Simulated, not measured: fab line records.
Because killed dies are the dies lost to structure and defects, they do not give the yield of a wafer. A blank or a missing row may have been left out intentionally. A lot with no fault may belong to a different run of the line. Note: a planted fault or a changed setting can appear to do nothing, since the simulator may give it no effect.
Matching of chambers	flow sky130	SKY_CONTACT_CVD_00 on pecvd-03 has 3 sister chambers
The step deposits Si3N4, target thk 75 nm. 18 wafers are shown with their chamber, then 9 later ones without.

WAFERS, EACH WITH ITS CHAMBER
wafer	chamber	heaterPowerW (W)
L074.2	0	808
L074.3	1	494
L074.4	0	655
L078.1	1	488
L078.2	2	852
L078.3	2	862
L080.1	0	706
L080.3	2	761
L080.4	1	530
L082.2	0	807
L082.5	2	743
L082.6	0	659
L084.1	2	791
L084.3	0	784
L084.6	1	471
L085.4	2	863
L085.5	0	794
L085.6	1	472

SIGNATURES (averages over the wafers above)
reading	chamber 0	chamber 1	chamber 2	scatter within a chamber
heaterPowerW	744.71	491.00	812.00	55.1
Rule: a wafer lies at a distance from a chamber equal to the root of the sum of squares, over the readings, of (its reading less the chamber's mean, divided by the reading's scatter). If the next closest chamber is less than 2 further off than the closest, the wafer can't be placed; otherwise it belongs to the closest. How the scatter is found: for the shown wafers, subtract from each reading the mean of its chamber, square and add these, divide the total by (wafers less chambers), then take the root.

WAFERS WITHOUT THEIR CHAMBER
wafer	heaterPowerW (W)
L088.1	822
L088.4	800
L088.5	552
L091.1	787
L091.3	773
L091.5	811
L095.3	771
L095.4	796
L095.5	588

THE CHAMBER EACH PASSED THROUGH
wafer	from the rows above	in truth
L088.1	can't be placed: 2 or 0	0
L088.4	can't be placed: 2 or 0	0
L088.5	1	1
L091.1	can't be placed: 2 or 0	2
L091.3	can't be placed: 0 or 2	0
L091.5	can't be placed: 2 or 0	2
L095.3	can't be placed: 0 or 2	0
L095.4	can't be placed: 2 or 0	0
L095.5	can't be placed: 1 or 0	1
Correct placement for 1 of the 9. Not placeable from these rows: 8 (in 8, the candidates include the true chamber). Placed wrongly: 0.
